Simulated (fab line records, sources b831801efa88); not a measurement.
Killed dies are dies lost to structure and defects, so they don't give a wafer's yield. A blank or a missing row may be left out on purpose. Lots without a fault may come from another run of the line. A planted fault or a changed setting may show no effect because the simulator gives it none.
A struck lot beside a sound one | flow sky130 | 16 steps out of a route of 708
Sound: wafers L617.1, L617.2, L617.5. Struck: wafers L625.4, L625.5. (L625.3 of the same lot was not struck and is left out.) The cause comes at the end.
At each step with rows: each side's tool, then ch and its chambers, then its first start. Under that, the readings that differ: sound wafers | struck wafers | difference of the means | sigmas: that difference in standard deviations of wafers without a fault.
alike: readings whose means differ by less than 2 such deviations, and words and numbers that are the same on both sides. not compared: withheld readings, readings that some wafer has no value for, bounds like >300 that may hide the same value, and numbers for which the record gives no deviation and whose values overlap.
The two part at a step that has a row with sigmas, a row that says differs or no value, or rows on one side only. Numbers that don't overlap but have no deviation are shown without sigmas and don't part them. A reading that every wafer of one side lacks parts them only if that side has two wafers or more.

first, 7 steps without rows for these wafers: SKY_METAL4_HMDS_06 (prime time 60 s); SKY_METAL4_COAT_07 (resist thk 60 nm); SKY_METAL4_COAT_08 (resist thk 1140 nm); SKY_METAL4_SOFTBAKE_09 (time 90 s); SKY_METAL4_EXPOSE_10 (exposes mask MM4, target cd 300 nm); SKY_METAL4_PEB_11; SKY_METAL4_DEVELOP_12 (develop time 60 s).
SKY_METAL4_CD_MEAS_13: target cd 300 nm.
  sound on cd_sem-01, day 42 12:43; struck on cd_sem-01, day 44 16:57
  alike: cd_nm
SKY_METAL4_OVL_MEAS_14:
  sound on overlay-02, day 42 12:50; struck on overlay-02, day 44 17:03
  alike: METAL4_OVL
SKY_METAL4_DESCUM_15: chemistry O2, time 8 s.
  sound on rie_metal-02 ch 0,1, day 42 12:53; struck on rie_metal-01 ch 0,1, day 44 17:05
  alike: drypump_motor_current_A, oes_product_au
  not compared: rf_hours_counter_h
SKY_METAL4_ETCH_16: etches BARC in N2/H2, stops on SiO2, time 88.2 s, target depth 60 nm.
  sound on rie_metal-02 ch 0,1, day 42 12:55; struck on rie_metal-01 ch 0,1, day 44 17:08
  alike: drypump_motor_current_A, oes_product_au, throttle_valve_pct
  not compared: rf_hours_counter_h
SKY_METAL4_ETCH_17: etches SiO2 in C4F8/O2/Ar, stops on TiN, time 3.9 s, target depth 15 nm.
  sound on rie_diel-04 ch 1,2,3, day 42 13:01; struck on rie_diel-04 ch 1,2, day 44 17:12
  alike: oes_product_au
  not compared: rf_hours_counter_h
SKY_METAL4_METAL_ETCH_18: etches the open film in Cl2/BCl3, stops on SiO2, target depth 845 nm, time 183.1 s.
  sound on rie_metal-01 ch 1, day 42 13:02; struck on rie_metal-04 ch 1, day 44 17:17
  reading                                       | sound             | struck      | difference | sigmas
  model.KrF-thick_of_METAL4_COAT_08.thk_nm (nm) | 515.8 526.6 518.8 | 621.1 617.3 | +98.8      |
  model.METAL4.cd_nm (nm)                       | 296.2 298.3 300   | 315.7 314.4 | +16.9      |
  model.SiO2_of_VIA3_HDPCVD_00.thk_nm (nm)      | 435.4 435.6 434.5 | 438.5 439.2 | +3.7       |
  alike: bcl3_flow_sccm, drypump_motor_current_A, oes_product_au, throttle_valve_pct
  not compared: rf_hours_counter_h
SKY_METAL4_STRIP_19: strips in O2/N2.
  sound on plasma_asher-01 ch 0,1, day 42 13:23; struck on plasma_asher-04 ch 1, day 44 17:26
  reading                      | sound             | struck      | difference | sigmas
  oes_product_au (a.u.)        | 0.497 0.505 0.499 | 0.536 0.535 | +0.035     | +7
  strip_time_to_endpoint_s (s) | 6.43 6.52 6.46    | 7.47 7.43   | +0.98      | +14
  alike: drypump_motor_current_A
  not compared: rf_hours_counter_h
then, 1 step without rows for these wafers: SKY_METAL4_STRIP_20 (strips in post etch residue remover, time 1200 s).
-- the record jumps here: 4 days lie between the struck wafers' starts before and after (it left off in module METAL4 and takes up again in module PAD_OPEN, whose first step shown is number 708 of the route) --
SKY_PAD_OPEN_PROBE_99:
  sound on prober-01, day 46 10:52; struck on prober-01, day 48 09:05
  reading                        | sound                | struck        | difference | sigmas
  model.etest.met4.width_nm (nm) | 296.1 297.3 297.6    | 315.5 310.7   | +16.1      |
  model.etest.met4.line_ohm_um   | 0.1407 0.1423 0.1431 | 0.1356 0.1363 | -0.0061    |
  alike: defect_limited_yield, killed_at_M0_to_M3, killed_at_M4_up, killed_at_contacts, killed_at_front_end, killed_at_other, killed_dies, killed_open, killed_short, sort_bin_3_pad_short, sort_bin_5_function, sort_bin_6_memory, sort_n_pass, sort_yield_pct

WHERE THEY PART
Only at SKY_METAL4_STRIP_19, within this record. Later steps at which nothing parts them and some readings are alike: SKY_PAD_OPEN_PROBE_99.

WHY: what the simulator had put in
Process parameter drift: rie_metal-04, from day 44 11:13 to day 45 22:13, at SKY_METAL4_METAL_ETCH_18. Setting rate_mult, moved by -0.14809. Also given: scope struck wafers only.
